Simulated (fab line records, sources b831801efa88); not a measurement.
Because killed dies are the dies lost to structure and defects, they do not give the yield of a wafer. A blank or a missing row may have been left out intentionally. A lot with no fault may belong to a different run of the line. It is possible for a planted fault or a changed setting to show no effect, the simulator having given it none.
Which tool did it? -- flow sky130 -- 12 lots (36 wafers sampled), 1 step of a 708-step route

WHAT THE GAUGES SHOWED, per wafer
SKY_VIA4_OVL_MEAS_11. Usual: for VIA4_OVL the level is 0.5 nm and the standard deviation is 1.5.
lot,measured,on,VIA4_OVL (nm),flag
L638,day 42 15:22,overlay-02,-1.8 -1.0 -0.3,
L639,day 42 18:43,overlay-01,-0.8 -0.2 -0.2,
L641,day 43 13:13,overlay-01,-0.8 1.1 0.2,
L642,day 44 04:13,overlay-01,2.5 0.9 2.3,
L645,day 45 01:59,overlay-01,4.2 1.6 2.0,
L653,day 47 02:16,overlay-01,0.9 0.5 0.6,
L654,day 47 05:58,overlay-02,0.5 1.2 1.7,
L655,day 47 07:40,overlay-01,-0.1 0.5 -0.4,
L657,day 47 17:28,overlay-02,1.7 2.5 1.7,
L658,day 47 23:53,overlay-01,0.3 -1.4 1.2,
L659,day 48 01:46,overlay-01,0.0 -0.1 -0.8,
L661,day 48 19:22,overlay-02,1.4 -0.2 -0.4,

WHICH TOOL RAN EACH LOT (tool, then ch and the chambers of the sampled wafers, then the start)
The record shows no process step preceding these readings.

AS READ BY THE TOOLS THEMSELVES (means over the sampled wafers that have a number; for cases with no such wafer, the mark the record gives instead)
The record holds no such reading with a usual standard deviation.

THE ANSWER, worked out from the rows above alone
Rule: lot off if the mean of its wafers having a number is beyond 3 standard deviations from the usual mean. Also off: a lot with no number at a reading for which 4 or more lots have one. All remaining lots with rows at the step are treated as sound. Order of review: gauges by route order, followed by the tools' own readings, for which a lot's mean as printed above is used. At the first step where some lot is off, the reading lying furthest off is the one used; lots without a number count as furthest.
Across all readings shown, no lot is off: no conclusion can be drawn from this.

WHAT THE SIMULATOR PUT IN
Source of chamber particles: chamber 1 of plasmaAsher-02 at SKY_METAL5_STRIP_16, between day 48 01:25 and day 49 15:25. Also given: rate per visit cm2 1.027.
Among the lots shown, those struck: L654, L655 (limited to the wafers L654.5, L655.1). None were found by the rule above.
